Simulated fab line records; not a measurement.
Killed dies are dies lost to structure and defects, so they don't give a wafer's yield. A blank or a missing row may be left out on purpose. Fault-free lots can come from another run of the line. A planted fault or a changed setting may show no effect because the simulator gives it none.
Code-filled problem report in 8D (eight disciplines) form | flow gf180mcu | the parts of the form that need people (team, actions taken, sign-off) are left out

## 1. THE PROBLEM
Wafers without a fault read 4.998 Pa, standard deviation 0.011; chamber pressure pa at GF_V2_SPUTTER_22 reads a mean of 5.240 Pa on 6 wafers belonging to 2 lots. Relative to the usual mean, that is a shift of +22 standard deviations.
The step: material TiN, target thk 10 nm, time 40 s.
First observed at day 24 16:04: wafer L587.1, on pvd sputter-01. The record holds 39 wafers of 13 lots with a number at this step. By rule, "out" or "out of limits" means more than 4 standard deviations away from the usual mean. All remaining wafers that have a number are taken as sound.

## 2. WHAT IT IS; WHAT IT IS NOT
question                    | is                     | is not
which readings at this step | chamber pressure pa    | -
which lots                  | L587, L588             | L576, L577, L582, L583, L584, L585, L586, L596, L597, L598, L599
which wafers of those lots  | all that have a number | -
read on which tools         | pvd sputter-01         | pvd sputter-03, pvd sputter-04
when                        | from day 24 16:04      | up to then (21 sound wafers); but 12 sound wafers of L596, L597, L598, L599 came after

## 3. SUSPECTS, AND WHAT RULES EACH OUT
Counting: a tool at any process step up to the reading remains a suspect when it ran all the lots that are out and ran no sound lot after the first of those.
- pvd sputter-01 at GF_V2_SPUTTER_22 (material TiN, target thk 10 nm, time 40 s): ruled out as a lasting fault. Following L587 (day 24 16:04), the first lot on it that is out, the sound lots L597, L599 were run on it.
Left after counting: nothing in the record.

## 4. THE CAUSE (what the simulator had put in)
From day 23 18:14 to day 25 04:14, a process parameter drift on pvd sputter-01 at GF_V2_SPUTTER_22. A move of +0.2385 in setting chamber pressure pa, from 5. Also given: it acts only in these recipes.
Counting ruled it out, wrongly.

## 5. SEQUENCE OF EFFECTS, ordered by route
One row per reading whose mean, taken over the struck wafers that have a number, lies over 3 standard deviations from the usual. Only readings whose record carries a usual standard deviation are examined. hours: median over the lots of the time between each lot's start at the first step of this table that gives one and its start at this step. sigmas: the change, counted in usual standard deviations.
hours | step             | reading             | usual    | on struck wafers | change | sigmas
0     | GF_V2_SPUTTER_22 | chamber pressure pa | 4.998 Pa | 5.240            | +0.242 | +22
Here are the process steps it includes:
- GF_V2_SPUTTER_22: material TiN, target thk 10 nm, time 40 s.

## 6. HOW IT WOULD HAVE BEEN CAUGHT EARLIER
22 hours passed between the start of the fault at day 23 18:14 and the first reading out of limits in this record, taken at day 24 16:04.
